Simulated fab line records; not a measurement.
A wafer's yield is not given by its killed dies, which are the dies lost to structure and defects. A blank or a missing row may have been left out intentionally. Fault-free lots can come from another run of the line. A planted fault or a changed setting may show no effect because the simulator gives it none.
Matching of chambers | flow sky130 | SKY_CAPM_CVD_00 on pecvd-02: 3 sister chambers
The step deposits SiO2, target thk 15.5 nm. 3 wafers are shown with their chamber, then 10 later ones without.

WAFERS WITH THEIR CHAMBER
wafer  | chamber | heater power w (W)
L090.4 | 2       | 780
L090.5 | 0       | 670
L093.3 | 1       | 658

WAFERS MISSING THEIR CHAMBER
wafer  | heater power w (W)
L093.6 | 638
L094.1 | 699
L094.2 | 708
L094.3 | 704
L095.1 | 725
L095.4 | 679
L095.5 | 717
L096.2 | 836
L096.3 | 821
L096.4 | 602

CHAMBER TAKEN BY EACH
wafer  | from the rows above          | in truth
L093.6 | can't be placed: 1 or 0      | 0
L094.1 | can't be placed: 0 or 1 or 2 | 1
L094.2 | can't be placed: 0 or 1 or 2 | 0
L094.3 | can't be placed: 0 or 1 or 2 | 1
L095.1 | can't be placed: 0 or 2 or 1 | 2
L095.4 | can't be placed: 0 or 1      | 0
L095.5 | can't be placed: 0 or 1 or 2 | 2
L096.2 | 2                            | 2
L096.3 | 2                            | 2
L096.4 | can't be placed: 1 or 0      | 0
2 of 10 placed correctly. Unplaceable from these rows: 8, with the true chamber sitting among the candidates in 8. Placed wrongly: 0.
How it was worked out, from the rows above alone: a wafer's distance from a chamber is the root of the sum, over the readings, of the square of ((its reading less the chamber's mean) divided by the reading's scatter). If the next closest chamber is less than 2 further off than the closest, the wafer can't be placed; otherwise it belongs to the closest. Each chamber's mean is taken over the wafers shown for it. The scatter (one wafer shown for each chamber): square how far every hidden wafer sits from the nearest shown wafer, average those squares and take the square root.
